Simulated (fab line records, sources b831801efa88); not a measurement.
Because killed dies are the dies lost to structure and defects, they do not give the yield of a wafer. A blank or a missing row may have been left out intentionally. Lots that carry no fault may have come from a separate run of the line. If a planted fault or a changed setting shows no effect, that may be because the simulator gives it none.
One fault through the eyes of 2 desks    flow sky130    every desk sees just its own numbers, and what lay behind them comes last

## THE TOOL OWNER'S DESK: implanter-02
For each lot that ran on this tool, the mean over its sampled wafers that have a number, from the tool's own readings at SKY_NWELL_IMPLANT_11. If a lot's mean is further than 4 standard deviations from the usual mean, the lot is out of limits and carries the mark OUT (the distance appears in the brackets).
Columns: A = doseIonsCm2 at SKY_NWELL_IMPLANT_11, usual 1.9e+13
lot   first seen here  A
L117  day 4 14:50      1.9e+13
L119  day 5 00:04      1.9e+13
L120  day 5 07:52      1.9e+13
L122  day 5 21:50      1.9e+13
L132  day 8 03:31      1.8e+13 (-31) OUT
L134  day 8 18:37      1.8e+13 (-32) OUT
Finding of this desk: L132, L134 out of limits; the first was L132 at day 8 03:31, on doseIonsCm2 at SKY_NWELL_IMPLANT_11. L117, L119, L120, L122: within limits.

## FROM THE METROLOGY DESK
Means of the sampled wafers that have a number, per lot and without regard to the tool the lot ran on: this is what the gauges read. If a lot's mean is further than 4 standard deviations from the usual mean, the lot is out of limits and carries the mark OUT (the distance appears in the brackets).
Columns: A = NWELL_TW at SKY_NWELL_TW_MEAS_15, usual 1814; B = NWELL_RS at SKY_NWELL_RS_MEAS_29, usual 625.2 ohm/sq; C = RES_XHIGH_RS at SKY_SD_N_RS_MEAS_18, usual 333.4 ohm/sq; D = cdNm at SKY_CONTACT_CD_MEAS_14, usual 170.5 nm
lot   first seen here  A     B                 C      D
L117  day 4 15:23      1817  623.0             334.4  170.5
L119  day 5 00:37      1817  626.2             332.3  172.7
L120  day 5 08:25      1811  627.9             334.1  172.3
L122  day 5 22:23      1810  625.4             333.7  169.2
L123  day 6 02:37      1819  627.0             334.1  171.4
L124  day 6 07:40      1820  622.7             335.1  170.8
L132  day 8 04:04      1789  637.1 (+7.4) OUT  331.5  169.3
L134  day 8 19:10      1797  636.6 (+7.1) OUT  333.6  168.7
L135  day 8 22:10      1806  627.7             330.7  171.3
L137  day 9 15:20      1817  625.4             333.7  169.6
L138  day 9 22:18      1820  624.9             332.8  170.3
L140  day 10 09:18     1820  624.8             335.4  170.0
This desk's finding: out of limits on L132, L134; first on L132, day 9 00:38 (NWELL_RS at SKY_NWELL_RS_MEAS_29). L117, L119, L120, L122, L123, L124, L135, L137, L138, L140: within limits.

## ALL TOGETHER
The tool owner's desk had the chance to raise an alarm at day 8 03:31 on L132, L134.
An alarm was possible from the metrology desk at day 9 00:38, on L132, L134.
Every lot named ran SKY_NWELL_IMPLANT_11 on implanter-02.

## WHAT THE SIMULATOR PUT IN
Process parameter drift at SKY_NWELL_IMPLANT_11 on implanter-02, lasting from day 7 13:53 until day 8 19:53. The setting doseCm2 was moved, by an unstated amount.
Struck lots among those shown: L132, L134.
Fault start to first reading out of limits, in hours, per desk: tool owner, 14; metrology, 35.
